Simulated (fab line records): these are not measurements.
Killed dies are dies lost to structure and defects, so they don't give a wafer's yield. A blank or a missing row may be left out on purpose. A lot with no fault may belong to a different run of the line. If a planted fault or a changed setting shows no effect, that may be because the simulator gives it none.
Problem report, 8D (eight disciplines) form, completed by code | flow sky130 | the parts of the form that need people (team, actions taken, sign-off) are left out

1. WHAT IS WRONG
Wafers without a fault read 199.9 nm, standard deviation 1.1; cd-nm at SKY_VIA3_CD_MEAS_12 reads a mean of 169.3 nm on 6 wafers belonging to 2 lots. That puts it -28 standard deviations away from the usual mean.
The step: target cd 200 nm.
First observed at day 43 08:17: wafer L924.2, on cd-sem-02. The record holds 33 wafers of 11 lots with a number at this step. Rule for "out", or "out of limits": more than 4 standard deviations from the usual mean. Any other wafer with a number is counted as sound.

2. WHAT IT IS; WHAT IT IS NOT
question                    | is                     | is not
which readings at this step | cd-nm                  | -
which lots                  | L924, L927             | L912, L913, L914, L915, L919, L921, L930, L933, L934
which wafers of those lots  | all that have a number | -
read on which gauges        | cd-sem-02              | cd-sem-01
when                        | from day 43 08:17      | up to then (18 sound wafers); but 9 sound wafers of L930, L933, L934 came after

3. THE SUSPECTS, EACH WITH WHAT RULES IT OUT
Counting: a tool stays on the suspect list if, at a process step up to the reading, it processed all lots that are out and no sound lot following the first of them.
- the gauge at SKY_VIA3_CD_MEAS_12 has been ruled out. All the wafers that are out were read on cd-sem-02, but those of them that SKY_VIA3_EXPOSE_09 has rows for are out there too, on other tools.
- cmp-01 at SKY_VIA1_CMP_24 (polishes, stops on SiO2, t overpolish 15 s, target thk 0 nm): ruled out as a lasting fault. The sound lots L933, L934 went through it after L924, its earliest lot that is out (day 38 02:26).
- krf-scanner-02 at SKY_VIA3_EXPOSE_09 (exposes mask VIM3, target cd 200 nm): kept. Every lot that is out went through it, starting with L924 (day 42 21:17), and after that it ran no sound lot; the last sound lot it ran before then is L921 (day 41 22:19). Out on those wafers are its own readings of exposure-dose-mJ-cm2.
Left after counting: krf-scanner-02 at SKY_VIA3_EXPOSE_09.

4. THE CAUSE (what the simulator had put in)
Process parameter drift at SKY_VIA3_EXPOSE_09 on krf-scanner-02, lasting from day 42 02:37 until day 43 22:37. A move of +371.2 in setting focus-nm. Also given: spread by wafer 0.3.
Only this tool survived the counting.

5. THE EFFECT CHAIN, in route order
One row per reading whose mean, taken over the struck wafers that have a number, lies over 3 standard deviations from the usual. Only readings whose record carries a usual standard deviation are examined. hours: median over the lots of the time between each lot's start at the first step of this table that gives one and its start at this step. sigmas: the change, counted in usual standard deviations.
hours | step                  | reading              | usual    | on struck wafers | change | sigmas
0     | SKY_VIA3_EXPOSE_09    | exposure-dose-mJ-cm2 | 37.90    | 40.36            | +2.46  | +74
11    | SKY_VIA3_CD_MEAS_12   | cd-nm                | 199.9 nm | 169.3            | -30.6  | -28
144   | SKY_PAD_OPEN_PROBE_99 | defect-limited-yield | 82.6 %   | 51.6             | -31.0  | -16
144   | SKY_PAD_OPEN_PROBE_99 | killed_at_M0_to_M3   | 43       | 197              | +154   | +22
144   | SKY_PAD_OPEN_PROBE_99 | killed-dies          | 86       | 238              | +152   | +16
144   | SKY_PAD_OPEN_PROBE_99 | killed-on-rim        | 17       | 44               | +28    | +6.7
144   | SKY_PAD_OPEN_PROBE_99 | sort_bin_5_function  | 10.3 %   | 40.9             | +30.6  | +20
144   | SKY_PAD_OPEN_PROBE_99 | sort-n-pass          | 406      | 254              | -152   | -16
144   | SKY_PAD_OPEN_PROBE_99 | sort-yield-pct       | 82.6 %   | 51.6             | -31.0  | -16
The process steps in it:
- SKY_VIA3_EXPOSE_09: exposes mask VIM3, target cd 200 nm.
- SKY_PAD_OPEN_PROBE_99

6. HOW IT WOULD HAVE BEEN CAUGHT EARLIER
30 hours passed between the start of the fault at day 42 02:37 and the first reading out of limits at a measuring or inspecting step in this record, taken at day 43 08:17.
The tool's own readings at SKY_VIA3_EXPOSE_09 were out on every struck wafer that the step has a row for (exposure-dose-mJ-cm2): an alarm limit on them would have fired on the first of those.
Lots out: 2; of these, L927 started SKY_VIA3_EXPOSE_09 on krf-scanner-02 after day 43 08:17. It would have been spared by a hold on the tool at that moment.
